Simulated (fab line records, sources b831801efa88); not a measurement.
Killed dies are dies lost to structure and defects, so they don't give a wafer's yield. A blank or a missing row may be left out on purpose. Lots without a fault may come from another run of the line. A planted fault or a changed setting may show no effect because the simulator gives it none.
Tool commonality check | flow sky130 | 14 lots, 42 wafers sampled

WHY IT WAS OPENED
At SKY_LDD_N_TW_MEAS_17 the reading LDD_N_TW is flagged on 2 of 14 lots. Wafers without a fault read 2607, standard deviation 14.
Rule: a lot is flagged when every wafer of it that has a number lies more than 4 standard deviations from that mean, or none has a number. The other lots count as sound.

lot  | measured     | on            | LDD_N_TW, wafer by wafer | flag
L115 | day 17 19:26 | film_metro-03 | 2632 2615 2616           |
L116 | day 17 23:28 | film_metro-04 | 2586 2593 2591           |
L117 | day 18 08:41 | film_metro-01 | 2633 2628 2632           |
L118 | day 18 12:47 | film_metro-04 | 2596 2603 2590           |
L119 | day 19 06:29 | film_metro-01 | 2598 2615 2607           |
L121 | day 20 07:05 | film_metro-04 | 2598 2594 2595           |
L122 | day 20 13:09 | film_metro-01 | 2623 2627 2618           |
L124 | day 21 06:59 | film_metro-04 | 2591 2588 2590           |
L125 | day 21 19:03 | film_metro-03 | 2612 2617 2602           |
L129 | day 23 06:59 | film_metro-01 | 2613 2621 2632           |
L130 | day 23 14:14 | film_metro-01 | 2968 2988 2980           | FLAGGED
L133 | day 24 10:49 | film_metro-04 | 2976 2957 2993           | FLAGGED
L136 | day 25 01:41 | film_metro-04 | 2608 2609 2612           |
L137 | day 25 15:20 | film_metro-03 | 2596 2588 2580           |
The numbers of the flagged lots are 2977 on average: +370 against the usual, or +26 standard deviations.

WHICH TOOL RAN EACH LOT
The record holds 2 process steps before the reading, out of a route of 708 steps. In each cell: the tool, then ch and the chambers that the sampled wafers went through, then the start.
lot  | flag    | SKY_LDD_N_IMPLANT_08            | SKY_LDD_N_STRIP_16
L115 |         | implanter-02 ch 0, day 17 18:08 | plasma_asher-03 ch 0,1, day 17 19:20
L116 |         | implanter-01 ch 0, day 17 22:12 | plasma_asher-03 ch 0,1, day 17 23:22
L117 |         | implanter-02 ch 0, day 18 07:23 | plasma_asher-03 ch 0, day 18 08:35
L118 |         | implanter-02 ch 0, day 18 11:29 | plasma_asher-04 ch 0,1, day 18 12:41
L119 |         | implanter-04 ch 0, day 19 05:13 | plasma_asher-03 ch 0,1, day 19 06:23
L121 |         | implanter-02 ch 0, day 20 05:47 | plasma_asher-03 ch 0,1, day 20 06:59
L122 |         | implanter-02 ch 0, day 20 11:53 | plasma_asher-01 ch 0,1, day 20 13:04
L124 |         | implanter-02 ch 0, day 21 05:42 | plasma_asher-04 ch 0, day 21 06:53
L125 |         | implanter-04 ch 0, day 21 17:46 | plasma_asher-01 ch 0,1, day 21 18:56
L129 |         | implanter-01 ch 0, day 23 05:41 | plasma_asher-01 ch 0,1, day 23 06:53
L130 | FLAGGED | implanter-04 ch 0, day 23 12:56 | plasma_asher-04 ch 0,1, day 23 14:08
L133 | FLAGGED | implanter-04 ch 0, day 24 09:32 | plasma_asher-01 ch 0,1, day 24 10:44
L136 |         | implanter-01 ch 0, day 25 00:23 | plasma_asher-01 ch 0,1, day 25 01:35
L137 |         | implanter-01 ch 0, day 25 14:02 | plasma_asher-01 ch 0,1, day 25 15:14
What these steps do:
- SKY_LDD_N_IMPLANT_08
- SKY_LDD_N_STRIP_16: strips in O2/N2.
- SKY_LDD_N_TW_MEAS_17

FLAGGED OVER TOTAL, TOOL BY TOOL (the gauges that took the reading come last)
step                 | tool            | lots run | flagged | share of the flagged lots | sound lots run after its first flagged lot
SKY_LDD_N_IMPLANT_08 | implanter-01    | 4        | 0       | none                      | -
SKY_LDD_N_IMPLANT_08 | implanter-02    | 6        | 0       | none                      | -
SKY_LDD_N_IMPLANT_08 | implanter-04    | 4        | 2       | all                       | 0
SKY_LDD_N_STRIP_16   | plasma_asher-01 | 6        | 1       | some                      | 2 (L136,L137)
SKY_LDD_N_STRIP_16   | plasma_asher-03 | 5        | 0       | none                      | -
SKY_LDD_N_STRIP_16   | plasma_asher-04 | 3        | 1       | some                      | 0
SKY_LDD_N_TW_MEAS_17 | film_metro-01   | 5        | 1       | some                      | 0
SKY_LDD_N_TW_MEAS_17 | film_metro-03   | 3        | 0       | none                      | -
SKY_LDD_N_TW_MEAS_17 | film_metro-04   | 6        | 1       | some                      | 1 (L136)

WHAT THE TABLE ALLOWS
1 row of the table ran every flagged lot: implanter-04 at SKY_LDD_N_IMPLANT_08.
- implanter-04 at SKY_LDD_N_IMPLANT_08: 2 of its 4 lots flagged. Its last sound lot is L125 (day 21 17:46), its first flagged lot L130 (day 23 12:56): a fault that began between those two fits. Its own readings lie more than 4 standard deviations out on every wafer of the flagged lots: beam_on_s, dose_ions_cm2, faraday_current_uA.
One tool is left: implanter-04 at SKY_LDD_N_IMPLANT_08.

WHAT THE SIMULATOR HAD PUT IN
Process parameter drift: implanter-04, from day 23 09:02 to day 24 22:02, at SKY_LDD_N_IMPLANT_08. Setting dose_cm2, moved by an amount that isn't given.
Lots struck among those shown: L130, L133. The rule above found the same.
